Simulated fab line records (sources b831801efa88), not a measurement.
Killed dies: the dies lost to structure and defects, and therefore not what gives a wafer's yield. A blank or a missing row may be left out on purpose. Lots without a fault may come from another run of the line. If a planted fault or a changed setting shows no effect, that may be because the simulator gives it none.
Comparing a struck lot with a sound one / flow sky130 / 16 out of 708 route steps
Sound: the wafers L378.1, L378.5, L378.6. Struck: wafers L389.3, L389.6. (L389.2 of the same lot was not struck and is left out.) The cause comes at the end.
At each step with rows: each side's tool, then ch and its chambers, then its first start. Under that, the readings that differ: sound wafers / struck wafers / difference of the means / sigmas: that difference in standard deviations of wafers without a fault.
alike: words and numbers the same on both sides, and readings whose means are apart by under 2 such deviations; not compared: readings that were withheld, readings missing a value for some wafer, numbers with overlapping values and no deviation given by the record, and bounds like >300 which may hide the same value.
Wherever a step has rows on one side only, a row that says differs or no value, or a row with sigmas, the two part there. When numbers do not overlap yet have no deviation, they are printed without sigmas and do not part them. A reading that every wafer of one side lacks parts them only if that side has two wafers or more.

first, 2 steps without rows for these wafers: SKY_METAL3_PEB_11; SKY_METAL3_DEVELOP_12 (develop time 60 s).
SKY_METAL3_CD_MEAS_13: target cd 300 nm.
  sound on cd_sem-01 at day 39 14:16; struck on cd_sem-02 at day 43 00:50
  alike: cd_nm
SKY_METAL3_OVL_MEAS_14:
  sound on overlay-01 at day 39 14:23; struck on overlay-01 at day 43 00:57
  alike: METAL3_OVL
SKY_METAL3_DESCUM_15: chemistry O2, time 8 s.
  sound on rie_metal-04 ch 0,1, day 39 14:25; struck on rie_metal-01 ch 0,1, day 43 00:59
reading=oes_product_au (a.u.); sound=0.962 0.969 0.991; struck=0.990 1.020; difference=+0.031; sigmas=+3
  alike: chamber_pressure_mTorr, drypump_motor_current_A
  not compared: rf_hours_counter_h
SKY_METAL3_ETCH_16: etches BARC in N2/H2, stops on SiO2, time 88.2 s, target depth 60 nm.
  sound on rie_metal-04 ch 0,1, day 39 14:27; struck on rie_metal-01 ch 0,1, day 43 01:01
  alike: chamber_pressure_mTorr, drypump_motor_current_A, oes_product_au, throttle_valve_pct
  not compared: rf_hours_counter_h
SKY_METAL3_ETCH_17: etches SiO2 in C4F8/O2/Ar, stops on TiN, time 3.9 s, target depth 15 nm.
  sound on rie_diel-01 ch 1,2,3, day 39 14:33; struck on rie_diel-02 ch 2, day 43 01:07
  alike: chamber_pressure_mTorr, oes_product_au
  not compared: rf_hours_counter_h
then, 1 step without rows for these wafers: SKY_METAL3_METAL_ETCH_18 (etches the open film in Cl2/BCl3, stops on SiO2, target depth 845 nm, time 183.1 s).
SKY_METAL3_STRIP_19: strips in O2/N2.
  sound on plasma_asher-03 ch 0,1, day 39 14:45; struck on plasma_asher-02 ch 0,1, day 43 01:18
  alike: chamber_pressure_mTorr, drypump_motor_current_A, oes_product_au, strip_time_to_endpoint_s
  not compared: rf_hours_counter_h
then, 3 steps without rows for these wafers: SKY_METAL3_STRIP_20 (strips in post etch residue remover, time 1200 s); SKY_METAL3_CLEAN_21 (cleans in IPA, time 180 s); SKY_METAL3_CLEAN_22 (cleans in O3/DIW).
SKY_VIA3_HDPCVD_00: deposits SiO2, target thk 1635 nm, time 272.5 s.
  sound on hdpcvd-02 ch 0,1, day 39 15:22; struck on hdpcvd-02 ch 2, day 43 01:56
reading=run_length_s (s); sound=300.2 300.2 300.7; struck=255.1 254.8; difference=-45.4; sigmas=-80
reading=model.SiO2_of_VIA3_HDPCVD_00.thk_nm (nm); sound=1650 1642 1637; struck=1375 1373; difference=-269; sigmas=
SKY_VIA3_THK_MEAS_01:
  sound on film_metro-01 at day 39 15:32; struck on film_metro-02 at day 43 02:07
reading=VIA3_HDPCVD_THK (nm); sound=1652 1642 1637; struck=1375 1374; difference=-269; sigmas=-14
SKY_VIA3_CMP_02: polishes SiO2.
  sound on cmp-01 ch 1,2,3, day 39 15:45; struck on cmp-02 ch 1, day 43 02:12
  alike: edge_zone_pressure_frac, motor_current_A
-- the record jumps here: 6 days lie between the struck wafers' starts before and after (it left off in module VIA3 and takes up again in module PAD_OPEN, whose first step shown is number 708 of the route) --
SKY_PAD_OPEN_PROBE_99:
  sound on prober-01 at day 46 18:02; struck on prober-02 at day 49 12:26
  alike: defect_limited_yield, killed_at_M0_to_M3, killed_at_M4_up, killed_at_contacts, killed_at_front_end, killed_at_other, killed_dies, killed_open, killed_short, sort_bin_3_pad_short, sort_bin_5_function, sort_bin_6_memory, sort_n_pass, sort_yield_pct

WHERE THEY PART
First at SKY_METAL3_DESCUM_15; last, within this record, at SKY_VIA3_THK_MEAS_01. Later steps at which nothing parts them and some readings are alike: SKY_VIA3_CMP_02, SKY_PAD_OPEN_PROBE_99.

WHY: what the simulator had put in
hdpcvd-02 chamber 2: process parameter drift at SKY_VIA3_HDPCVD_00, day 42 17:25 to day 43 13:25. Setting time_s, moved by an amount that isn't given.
